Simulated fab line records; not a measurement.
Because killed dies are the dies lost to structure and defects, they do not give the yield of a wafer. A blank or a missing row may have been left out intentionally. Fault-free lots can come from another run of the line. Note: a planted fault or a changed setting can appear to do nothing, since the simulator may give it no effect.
Matching of chambers / flow gf180mcu / 4 sister chambers for GF_POLY_GATE_ETCH_12 on rie diel-03
The step etches BARC in N2/H2. 8 wafers are shown with their chamber, then 7 later ones without.

## WAFERS, EACH WITH ITS CHAMBER
wafer=L208.5; chamber=2; drypump motor current A (A)=5.9; oes product au (a.u.)=0.744
wafer=L210.3; chamber=0; drypump motor current A (A)=6.1; oes product au (a.u.)=0.739
wafer=L210.6; chamber=0; drypump motor current A (A)=6.1; oes product au (a.u.)=0.740
wafer=L211.1; chamber=2; drypump motor current A (A)=5.9; oes product au (a.u.)=0.740
wafer=L211.3; chamber=1; drypump motor current A (A)=5.9; oes product au (a.u.)=0.733
wafer=L211.4; chamber=3; drypump motor current A (A)=5.4; oes product au (a.u.)=0.733
wafer=L225.1; chamber=1; drypump motor current A (A)=5.9; oes product au (a.u.)=0.736
wafer=L225.3; chamber=3; drypump motor current A (A)=5.5; oes product au (a.u.)=0.732

## WAFERS MISSING THEIR CHAMBER
wafer=L225.4; drypump motor current A (A)=5.9; oes product au (a.u.)=0.735
wafer=L228.2; drypump motor current A (A)=5.9; oes product au (a.u.)=0.740
wafer=L228.4; drypump motor current A (A)=5.5; oes product au (a.u.)=0.731
wafer=L228.5; drypump motor current A (A)=5.9; oes product au (a.u.)=0.737
wafer=L229.2; drypump motor current A (A)=6.1; oes product au (a.u.)=0.736
wafer=L229.4; drypump motor current A (A)=5.9; oes product au (a.u.)=0.728
wafer=L229.5; drypump motor current A (A)=6.1; oes product au (a.u.)=0.740

## EACH ONE'S CHAMBER
wafer=L225.4; from the rows above=1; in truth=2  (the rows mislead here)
wafer=L228.2; from the rows above=can't be placed: 2 or 1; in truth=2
wafer=L228.4; from the rows above=3; in truth=3
wafer=L228.5; from the rows above=can't be placed: 1 or 2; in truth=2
wafer=L229.2; from the rows above=0; in truth=0
wafer=L229.4; from the rows above=1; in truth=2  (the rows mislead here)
wafer=L229.5; from the rows above=0; in truth=0
Correctly placed: 3 of 7. From these rows, 2 cannot be placed; in 2 the true chamber is one of the candidates. 2 placed wrongly.
How it was worked out, from the rows above alone: a wafer's distance from a chamber is the root of the sum, over the readings, of the square of ((its reading less the chamber's mean) divided by the reading's scatter). If the next closest chamber is less than 2 further off than the closest, the wafer can't be placed; otherwise it belongs to the closest. The mean given for a chamber averages the wafers shown for that chamber. How the scatter is found: for the shown wafers, subtract from each reading the mean of its chamber, square and add these, divide the total by (wafers less chambers), then take the root.
